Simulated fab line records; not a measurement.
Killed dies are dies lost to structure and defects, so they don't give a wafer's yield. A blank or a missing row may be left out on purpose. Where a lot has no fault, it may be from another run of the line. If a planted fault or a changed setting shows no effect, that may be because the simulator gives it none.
A lot that was struck, set against a sound lot / flow sfq line / 21 out of 325 route steps
Sound: the wafers L473.1, L473.5, L473.6. Wafers struck: L478.2, L478.4, L478.6. The cause is named last.
For every step that has rows: the tool of each side, followed by ch and its chambers, followed by its first start. Under that, the readings that differ: sound wafers / struck wafers / difference of the means / sigmas: that difference in standard deviations of wafers without a fault.
alike: a reading whose means differ by less than 2 such deviations, as well as words and numbers matching on both sides. not compared: withheld readings; readings where some wafer has no value; bounds like >300 that might hide an equal value; numbers whose values overlap and for which the record gives no deviation.
Wherever a step has rows on one side only, a row that says differs or no value, or a row with sigmas, the two part there. When numbers do not overlap yet have no deviation, they are printed without sigmas and do not part them. A reading that every wafer of one side lacks parts them only if that side has two wafers or more.

first, 3 steps without rows for these wafers: SFQ_TRILAYER_M2_LITHO_EXPOSE_058 (exposes mask M2, target cd 500 nm); SFQ_TRILAYER_M2_LITHO_PEB_060 (peb time 60 s); SFQ_TRILAYER_M2_LITHO_DEVELOP_059 (time 60 s).
SFQ_M2_OVL_MEAS_916:
  sound on overlay-02 at day 18 09:32; struck on overlay-01 at day 20 15:05
  alike: M2_OVL
then, 1 step without rows for these wafers: SFQ_TRILAYER_M2_BARC_OPEN_METAL_ETCH_077 (etches BARC in O2, target depth 125 nm, time 41.7 s).
SFQ_TRILAYER_M2_ETCH_METAL_ETCH_060: etches Nb in Cl2/Ar, stops on SiO2, target depth 240 nm, time 120 s.
  sound on rie metal-04 ch 1, day 18 09:41; struck on rie metal-03 ch 0,1, day 20 15:11
  alike: drypump motor current A, oes product au, rf fwd power W
  not compared: rf hours counter h
SFQ_TRILAYER_M2_STRIP_STRIP_061: strips in O2.
  sound on rie metal-04 ch 1, day 18 09:56; struck on rie metal-03 ch 0,1, day 20 15:19
  alike: drypump motor current A, oes product au
  not compared: rf hours counter h
then, 1 step without rows for these wafers: SFQ_TRILAYER_M2_STRIP_SOLV_CLEAN_062 (cleans in NMP, time 600 s).
SFQ_TRILAYER_I2_DEP_PECVD_063: deposits SiO2 from SiH4/N2O, time 111.11 s, target thk 500 nm.
  sound on pecvd-03 ch 0,1, day 18 11:19; struck on pecvd-01 ch 1,2, day 20 16:06
  alike: heater power w, rf fwd power W, throttle valve pct
SFQ_TRILAYER_I2_CMP_CMP_064: polishes SiO2.
  sound on cmp-02 ch 0,2,3, day 18 15:26; struck on cmp-02 ch 1,3, day 20 21:23
  alike: motor current A, platen rpm, time to endpoint s
SFQ_I2_BOW_MEAS_917:
  sound on film metro-01 at day 18 17:26; struck on film metro-03 at day 20 23:55
  alike: I2_BOW
following that, these wafers have no rows for 1 step: SFQ_TRILAYER_I2_METRO_MEASURE_065.
SFQ_TRILAYER_I2_VIA_LITHO_COAT_072: resist thk 62 nm.
  sound on litho track-04 ch 0, day 18 18:45; struck on litho track-02 ch 0, day 21 01:16
reading=model.BARC_of_TRILAYER_I2_VIA_LITHO_COAT_072.thk nm (nm); sound=61.8 61.89 61.89; struck=63.93 63.96 63.8; difference=+2.04; sigmas=
then, 5 steps without rows for these wafers: SFQ_TRILAYER_I2_VIA_LITHO_COAT_067 (resist thk 650 nm); SFQ_TRILAYER_I2_VIA_LITHO_SOFTBAKE_071; SFQ_TRILAYER_I2_VIA_LITHO_EXPOSE_068 (exposes mask I2, target cd 500 nm); SFQ_TRILAYER_I2_VIA_LITHO_PEB_070 (peb time 60 s); SFQ_TRILAYER_I2_VIA_LITHO_DEVELOP_069 (time 60 s).
-- the record jumps here: 4 days lie between the struck wafers' starts before and after --
SFQ_I2_OVL_MEAS_918:
  sound on overlay-02 at day 23 15:50; struck on overlay-01 at day 25 11:35
reading=I2_OVL (nm); sound=3 8 4; struck=-5 -10 -9; difference=-13; sigmas=-3
SFQ_TRILAYER_I2_VIA_BARC_OPEN_VIA_ETCH_096: etches BARC in O2, target depth 125 nm, time 41.7 s.
  sound on rie diel-01 ch 1,2,3, day 23 15:52; struck on rie diel-04 ch 2,3, day 25 11:37
reading=oes product au (a.u.); sound=0.682 0.675 0.677; struck=0.702 0.704 0.696; difference=+0.023; sigmas=+5
reading=model.etch.depth nm (nm); sound=61.8 61.89 61.89; struck=63.93 63.96 63.8; difference=+2.04; sigmas=
  alike: drypump motor current A, rf fwd power W
  not compared: rf hours counter h
SFQ_TRILAYER_I2_VIA_ETCH_VIA_ETCH_070: etches SiO2 in CHF3, stops on Nb, target depth 260 nm.
  sound on rie diel-01 ch 1,2,3, day 23 15:55; struck on rie diel-04 ch 2,3, day 25 11:39
  alike: drypump motor current A, oes product au, rf fwd power W

WHERE THEY PART
First at SFQ_I2_OVL_MEAS_918; last, within this record, at SFQ_TRILAYER_I2_VIA_BARC_OPEN_VIA_ETCH_096. Later steps at which nothing parts them and some readings are alike: SFQ_TRILAYER_I2_VIA_ETCH_VIA_ETCH_070.

WHY: whatever the simulator had introduced
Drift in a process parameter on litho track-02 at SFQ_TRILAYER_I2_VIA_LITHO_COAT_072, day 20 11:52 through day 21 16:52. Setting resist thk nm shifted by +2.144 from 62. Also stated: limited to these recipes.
